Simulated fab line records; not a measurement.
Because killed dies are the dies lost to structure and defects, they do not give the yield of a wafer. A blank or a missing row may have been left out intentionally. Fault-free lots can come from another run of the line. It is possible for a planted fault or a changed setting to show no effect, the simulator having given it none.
What tool caused it? / flow gf180mcu / 36 wafers sampled from 12 lots at 1 step of a route of 602

== WHAT EACH GAUGE READ, for each wafer ==
GF_VT_IMPLANT_TW_MEAS_43.
lot=L075; measured=day 7 20:04; on=film metro-04; VT_IMPLANT_4_TW=696 696 700
lot=L077; measured=day 8 09:55; on=film metro-03; VT_IMPLANT_4_TW=684 685 682
lot=L079; measured=day 8 23:11; on=film metro-03; VT_IMPLANT_4_TW=683 687 686
lot=L081; measured=day 9 11:35; on=film metro-03; VT_IMPLANT_4_TW=684 683 686
lot=L083; measured=day 10 04:04; on=film metro-02; VT_IMPLANT_4_TW=695 697 693
lot=L085; measured=day 10 16:32; on=film metro-02; VT_IMPLANT_4_TW=693 694 696
lot=L087; measured=day 11 05:49; on=film metro-04; VT_IMPLANT_4_TW=697 698 697
lot=L089; measured=day 11 16:44; on=film metro-03; VT_IMPLANT_4_TW=687 686 685
lot=L091; measured=day 12 08:41; on=film metro-03; VT_IMPLANT_4_TW=679 679 683
lot=L093; measured=day 12 20:14; on=film metro-03; VT_IMPLANT_4_TW=686 685 683
lot=L095; measured=day 13 12:04; on=film metro-03; VT_IMPLANT_4_TW=684 683 681
lot=L097; measured=day 14 04:10; on=film metro-04; VT_IMPLANT_4_TW=706 701 704

== TOOL THAT RAN EACH LOT (tool first, then ch and the chambers of the sampled wafers, then the start) ==
Record: no process step prior to these readings.

== THE ANSWER, worked out from the rows above alone ==
Rule: usual is defined by the lots themselves. The widest of any qualifying gaps counts: lots, ordered by their means at a reading, are off when they make up no more than a third of the lots, leave a main group of 4 or more, and stand apart from it by 3 or more times the standard deviation of that group's means. A main group is skipped when, at the precision printed for the reading in the tables above, its means are all equal. Also off: a lot with no number at a reading for which 4 or more lots have one. Any other lot the step has rows for is counted as sound.
No lot is off at any reading shown: from this, nothing can be told.

== WHAT THE SIMULATOR PUT IN ==
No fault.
